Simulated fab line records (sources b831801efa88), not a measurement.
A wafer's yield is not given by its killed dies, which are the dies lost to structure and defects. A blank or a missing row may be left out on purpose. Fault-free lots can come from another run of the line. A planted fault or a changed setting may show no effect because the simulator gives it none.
Struck lot and sound lot, side by side / flow sky130 / 44 steps out of a route of 708
Sound: wafers L577.2, L577.4, L577.5. Struck: wafer L566.5 (L566.1, L566.2, from the same lot, were not struck and are left out); the cause is given at the end.
Per side, at each step with rows, come the tool, then ch with its chambers, and then its first start. Under that, the readings that differ: sound wafers / struck wafers / difference of the means / sigmas: that difference in standard deviations of wafers without a fault.
alike: words and numbers the same on both sides, and readings whose means are apart by under 2 such deviations; not compared: readings that were withheld, readings missing a value for some wafer, numbers with overlapping values and no deviation given by the record, and bounds like >300 which may hide the same value.
The two part at a step that has a row with sigmas, a row that says differs or no value, or rows on one side only. Numbers that have no deviation but don't overlap get no sigmas and don't part them. A reading missing from all wafers of one side parts the sides only when that side holds two or more wafers.

SKY_VIA2_SPUTTER_20: material TiN, target thk 20 nm, time 80 s.
  sound on pvd-sputter-01, day 42 04:27; struck on pvd-sputter-04, day 39 07:25
  alike: throttle-valve-pct
SKY_VIA2_CVD_21: deposits W, target thk 420 nm, time 126.4 s.
  sound on cvd-w-01 ch 0,1, day 42 04:31; struck on cvd-w-02 ch 1, day 39 07:28
  alike: heater-power-w
SKY_VIA2_RS_MEAS_22: measures by four-point-probe.
  sound on film-metro-02, day 42 04:40; struck on film-metro-03, day 39 07:36
reading=VIA2_W_RS (ohm/sq); sound=0.272 0.269 0.273; struck=0.261; difference=-0.010; sigmas=-2
SKY_VIA2_THK_MEAS_23: measures by xrf.
  sound on film-metro-02, day 42 04:46; struck on film-metro-03, day 39 07:43
  alike: VIA2_W_THK
then, 2 steps without rows for these wafers: SKY_VIA2_CMP_24 (polishes, stops on SiO2, t overpolish 20 s, target thk 0 nm); SKY_METAL3_SPUTTER_00 (material Ti, target thk 15 nm, time 10 s).
SKY_METAL3_SPUTTER_01: material TiN, target thk 20 nm, time 16.7 s.
  sound on pvd-sputter-02, day 42 05:08; struck on pvd-sputter-01, day 39 08:07
  alike: throttle-valve-pct
then, 1 step without rows for these wafers: SKY_METAL3_SPUTTER_02 (material AlCu, target thk 735 nm, time 39.1 s).
SKY_METAL3_SPUTTER_03: material Ti, target thk 5 nm, time 3.3 s.
  sound on pvd-sputter-02, day 42 05:13; struck on pvd-sputter-01, day 39 08:10
  alike: throttle-valve-pct
then, 1 step without rows for these wafers: SKY_METAL3_SPUTTER_04 (material TiN, target thk 70 nm, time 58.3 s).
SKY_CAPM_CVD_00: deposits SiO2, target thk 15.5 nm.
  sound on pecvd-02 ch 1,2, day 42 05:16; struck on pecvd-03 ch 1, day 39 08:14
reading=heater-power-w (W); sound=753 744 751; struck=1002; difference=+253; sigmas=+3
  alike: rf-fwd-power-W
SKY_CAPM_THK_MEAS_01:
  sound on film-metro-03, day 42 05:18; struck on film-metro-04, day 39 08:16
  alike: CAPM_CVD_00_THK
SKY_CAPM_SPUTTER_02: material TiN, target thk 200 nm, time 166.7 s.
  sound on pvd-sputter-04, day 42 05:21; struck on pvd-sputter-04, day 39 08:19
reading=model.TiN_of_CAPM_SPUTTER_02.thk-nm (nm); sound=201.2 204.2 202.7; struck=247.4; difference=+44.7; sigmas=
  alike: throttle-valve-pct
SKY_CAPM_RS_MEAS_03: measures by four-point-probe.
  sound on film-metro-04, day 42 05:29; struck on film-metro-03, day 39 08:26
reading=CAPM_TIN_RS (ohm/sq); sound=6.88 6.77 6.83; struck=5.56; difference=-1.27; sigmas=-16
SKY_CAPM_THK_MEAS_04: measures by xrf.
  sound on film-metro-04, day 42 05:35; struck on film-metro-03, day 39 08:33
reading=CAPM_TIN_THK (nm); sound=200.9 204.0 201.6; struck=249.4; difference=+47.2; sigmas=+18
then, 7 steps without rows for these wafers: SKY_CAPM_DEHYDRATE_05 (time 60 s); SKY_CAPM_HMDS_06 (prime time 60 s); SKY_CAPM_COAT_07 (resist thk 1140 nm); SKY_CAPM_SOFTBAKE_08 (time 60 s); SKY_CAPM_EXPOSE_09 (exposes mask CAPM, target cd 1000 nm); SKY_CAPM_PEB_10; SKY_CAPM_DEVELOP_11 (develop time 60 s).
SKY_CAPM_OVL_MEAS_12:
  sound on overlay-02, day 43 04:32; struck on overlay-01, day 40 08:47
  alike: CAPM_OVL
SKY_CAPM_METAL_ETCH_13: etches TiN in Cl2/BCl3, stops on SiO2, target depth 220 nm, time 62.9 s.
  sound on rie-metal-03 ch 0,1, day 43 04:34; struck on rie-metal-01 ch 1, day 40 08:50
reading=drypump-motor-current-A (A); sound=5.0 5.0 6.4; struck=6.6; difference=+1.1; sigmas=+2
reading=oes-product-au (a.u.); sound=0.950 0.957 0.954; struck=1.019; difference=+0.065; sigmas=+8
reading=throttle-valve-pct (%); sound=21.894 21.883 21.888; struck=21.857; difference=-0.031; sigmas=-3
  alike: bcl3-flow-sccm, chamber-pressure-mTorr, rf-fwd-power-W
  not compared: rf-hours-counter-h
then, 12 steps without rows for these wafers: SKY_CAPM_STRIP_14 (strips in O2/N2); SKY_CAPM_STRIP_15 (strips in post etch residue remover, time 1200 s); SKY_CAPM_CLEAN_16 (cleans in IPA, time 180 s); SKY_CAPM_CLEAN_17 (cleans in O3/DIW); SKY_METAL3_DEHYDRATE_05 (time 60 s); SKY_METAL3_HMDS_06 (prime time 60 s); SKY_METAL3_COAT_07 (resist thk 60 nm); SKY_METAL3_COAT_08 (resist thk 1140 nm); SKY_METAL3_SOFTBAKE_09 (time 90 s); SKY_METAL3_EXPOSE_10 (exposes mask MM3, target cd 300 nm); SKY_METAL3_PEB_11; SKY_METAL3_DEVELOP_12 (develop time 60 s).
SKY_METAL3_CD_MEAS_13 targets a cd of 300 nm.
  sound on cd-sem-02, day 44 03:47; struck on cd-sem-01, day 41 09:14
  alike: cd-nm
SKY_METAL3_OVL_MEAS_14:
  sound on overlay-02, day 44 03:53; struck on overlay-01, day 41 09:21
  alike: METAL3_OVL
then, 4 steps without rows for these wafers: SKY_METAL3_DESCUM_15 (chemistry O2, time 8 s); SKY_METAL3_ETCH_16 (etches BARC in N2/H2, stops on SiO2, time 88.2 s, target depth 60 nm); SKY_METAL3_ETCH_17 (etches SiO2 in C4F8/O2/Ar, stops on TiN, time 3.9 s, target depth 15 nm); SKY_METAL3_METAL_ETCH_18 (etches the open film in Cl2/BCl3, stops on SiO2, target depth 845 nm, time 183.1 s).
SKY_METAL3_STRIP_20: strips in post etch residue remover, time 1200 s.
  sound on wet-bench-04 ch 3, day 44 04:21; struck on wet-bench-03 ch 1, day 41 09:49
reading=model.TiN_of_CAPM_SPUTTER_02.thk-nm (nm); sound=200.4 203.3 201.9; struck=246.6; difference=+44.7; sigmas=
  alike: temp-c
-- the record jumps here: 7 days lie between the struck wafers' starts before and after (it left off in module METAL3 and takes up again in module PAD_OPEN, whose first step shown is number 708 of the route) --
SKY_PAD_OPEN_PROBE_99:
  sound on prober-01, day 50 06:44; struck on prober-02, day 48 03:37
reading=model.etest.tester.sort-n-pass; sound=401 398 399; struck=0; difference=-399; sigmas=
reading=model.etest.met3.line-ohm-um; sound=0.1491 0.1399 0.1459; struck=197.4; difference=+197.3; sigmas=
reading=model.etest.via3-chain.rc-ohm; sound=9.076 9.282 9.077; struck=159.4; difference=+150.3; sigmas=
reading=model.etest.tester.sort-yield-pct (%); sound=81.5 80.89 81.1; struck=0; difference=-81; sigmas=
reading=model.etest.tester.sort_bin_4_pct (%); sound=0 0 0; struck=81.55; difference=+81.55; sigmas=
reading=model.etest.met3.rs-ohm-sq; sound=0.04262 0.0433 0.04251; struck=58.79; difference=+58.75; sigmas=
reading=model.etest.met3.rs-ohm-sq-rim-less-centre; sound=-5.343e-05 0.0003767 -0.0004082; struck=2.383; difference=+2.383; sigmas=
reading=model.etest.cap-mim.plate-ohm-sq; sound=5.984 5.901 5.94; struck=4.802; difference=-1.140; sigmas=
  alike: defect-limited-yield, killed_at_M0_to_M3, killed_at_M4_up, killed-at-contacts, killed-at-front-end, killed-at-other, killed-dies, killed-open, killed-short

## WHERE THEY PART
First at SKY_VIA2_RS_MEAS_22; last, within this record, at SKY_CAPM_METAL_ETCH_13. Later steps at which nothing parts them and some readings are alike: SKY_METAL3_CD_MEAS_13, SKY_METAL3_OVL_MEAS_14, SKY_METAL3_STRIP_20, SKY_PAD_OPEN_PROBE_99.

WHY: what had been put in by the simulator
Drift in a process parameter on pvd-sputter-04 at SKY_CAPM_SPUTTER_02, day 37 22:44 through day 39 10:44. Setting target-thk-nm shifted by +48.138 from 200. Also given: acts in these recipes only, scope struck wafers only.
